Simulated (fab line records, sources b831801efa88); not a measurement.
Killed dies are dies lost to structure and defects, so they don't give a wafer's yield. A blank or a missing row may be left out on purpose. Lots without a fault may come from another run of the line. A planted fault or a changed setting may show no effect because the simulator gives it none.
Which tool did it? | flow gf180mcu | 7 lots, 20 wafers sampled, at 2 steps of a route of 602

WHAT THE GAUGES READ, wafer by wafer
GF_VT_IMPLANT_RS_MEAS_49: measures by four-point-probe.
lot  | measured     | on            | MVPSD_RS (ohm/sq)
L774 | day 7 22:34  | film_metro-04 | 1164 1170 1169
L776 | day 8 15:52  | film_metro-03 | 1168 1170 1171
L778 | day 8 23:17  | film_metro-04 | 1170 1172 1172
L782 | day 10 02:55 | film_metro-04 | 1169 1109
L790 | day 12 07:58 | film_metro-02 | 1165 1167 1166
L794 | day 13 12:02 | film_metro-02 | 1168 1169 1169
L796 | day 13 23:49 | film_metro-02 | 1170 1170 1170

WHICH TOOL RAN EACH LOT (tool, then ch and the chambers of the sampled wafers, then the start)
lot  | GF_MVPSD_IMPLANT_08
L774 | implanter-02 ch 0, day 5 07:52
L776 | implanter-01 ch 0, day 5 23:46
L778 | implanter-01 ch 0, day 6 06:42
L782 | implanter-02 ch 0, day 7 07:30
L790 | implanter-01 ch 0, day 9 06:57
L794 | implanter-01 ch 0, day 10 06:00
L796 | implanter-01 ch 0, day 10 17:34
- GF_MVPSD_IMPLANT_08

THE ANSWER, worked out from the rows above alone
Rule: what is usual is taken from the lots themselves. Put in order of their means at a reading, lots are off if they are a third of the lots or fewer, leave a main group of 4 or more, and stand apart from it by a gap of 3 or more times the standard deviation of the main group's means; of several such gaps the widest counts. A main group whose means are all the same, to the digits that the tables above print for the reading, isn't used. A lot without any number at a reading at which 4 lots or more have one is off too. The other lots that the step has rows for count as sound.
Off: L782, at GF_VT_IMPLANT_RS_MEAS_49 (MVPSD_RS). The main group: mean 1169 ohm/sq, standard deviation 1.7.
A tool fits if, at a process step before that reading, it ran every lot that is off, and no sound lot after the first of them. The gauges at GF_VT_IMPLANT_RS_MEAS_49 are tried like those tools. Can't be told from this: 2 tools fit, implanter-02 at GF_MVPSD_IMPLANT_08, film_metro-04 at GF_VT_IMPLANT_RS_MEAS_49.

WHAT THE SIMULATOR HAD PUT IN
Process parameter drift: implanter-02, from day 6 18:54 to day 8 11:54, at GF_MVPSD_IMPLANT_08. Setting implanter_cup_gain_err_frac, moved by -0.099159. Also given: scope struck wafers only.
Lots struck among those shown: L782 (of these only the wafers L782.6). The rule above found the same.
